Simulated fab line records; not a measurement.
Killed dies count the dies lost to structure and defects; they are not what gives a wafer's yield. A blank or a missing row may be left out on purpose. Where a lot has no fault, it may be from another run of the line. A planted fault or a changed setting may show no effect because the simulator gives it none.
Problem report, 8D (eight disciplines) form, completed by code / flow gf180mcu / the parts of the form that need people (team, actions taken, sign-off) are left out

1. WHAT IS WRONG
Mean HV_LDD_3_TW at GF_HV_LDD_TW_MEAS_38: 1697 over 6 wafers in 2 lots; fault-free wafers: 1430, standard deviation 8.2. That puts it +33 standard deviations away from the usual mean.
Earliest sighting: wafer L876.2 on film metro-03 at day 16 12:46. The record has a number at this step for 42 wafers belonging to 14 lots. By rule, "out" or "out of limits" means more than 4 standard deviations away from the usual mean. Any other wafer with a number is counted as sound.

2. WHAT IT IS, WHAT IT ISN'T
question=which readings at this step | is=HV_LDD_3_TW | is not=-
question=which lots | is=L876, L879 | is not=L861, L862, L863, L864, L865, L867, L868, L869, L873, L881, L882, L884
question=which wafers of those lots | is=all that have a number | is not=-
question=read on which gauges | is=film metro-03, film metro-04 | is not=film metro-02
question=when | is=from day 16 12:46 | is not=up to then (27 sound wafers); but 9 sound wafers of L881, L882, L884 came after

3. WHAT RULES OUT EACH SUSPECT
Counting: a tool at a process step up to the reading stays a suspect if it ran every lot that is out and no sound lot after the first of them.
- ruled out: the gauge at GF_HV_LDD_TW_MEAS_38. 2 gauges (film metro-03, film metro-04) read the wafers that are out.
- implanter-03 at GF_HV_LDD_IMPLANT_36: kept. Every lot that is out went through it, starting with L876 (day 16 12:32), and after that it ran no sound lot; the last sound lot it ran before then is L873 (day 15 14:52). Its own readings are out on those wafers: dose ions cm2, faraday current uA.
The count leaves implanter-03 at GF_HV_LDD_IMPLANT_36.

4. THE CAUSE (what the simulator had put in)
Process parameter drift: implanter-03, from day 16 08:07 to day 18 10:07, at GF_HV_LDD_IMPLANT_36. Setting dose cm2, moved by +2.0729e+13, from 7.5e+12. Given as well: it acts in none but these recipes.
This tool alone remained once counting was done.

5. THE CHAIN OF EFFECTS, in route order
Each row: a reading whose mean over the struck wafers that have a number lies more than 3 standard deviations from the usual. Scope: only readings with a usual standard deviation given in the record; hours: median across lots of the time from each lot's start at the first step in this table that gives one to its start at this step; sigmas: change in usual standard deviations.
hours=0; step=GF_HV_LDD_IMPLANT_36; reading=dose ions cm2; usual=7.504e+12; on struck wafers=2.823e+13; change=+2.073e+13; sigmas=+99 or more
hours=0; step=GF_HV_LDD_IMPLANT_36; reading=faraday current uA; usual=42.4; on struck wafers=159.8; change=+117.4; sigmas=+99 or more
hours=0; step=GF_HV_LDD_TW_MEAS_38; reading=HV_LDD_3_TW; usual=1430; on struck wafers=1697; change=+267; sigmas=+33
hours=24; step=GF_HV_LDD_RS_MEAS_53; reading=HV_LDD_RS; usual=418.2 ohm/sq; on struck wafers=370.7; change=-47.5; sigmas=-59
Its process steps:
- GF_HV_LDD_IMPLANT_36

6. WHAT WOULD HAVE CAUGHT IT SOONER
5 hours passed between the start of the fault at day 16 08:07 and the first reading out of limits at a measuring or inspecting step in this record, taken at day 16 12:46.
Tool's own readings at GF_HV_LDD_IMPLANT_36, dose ions cm2, faraday current uA: out on all struck wafers the step has rows for; an alarm limit on them would have tripped on the first.
Lots out: 2; of these, L879 started GF_HV_LDD_IMPLANT_36 on implanter-03 after day 16 12:46. A tool hold placed at that time would have kept it from harm.
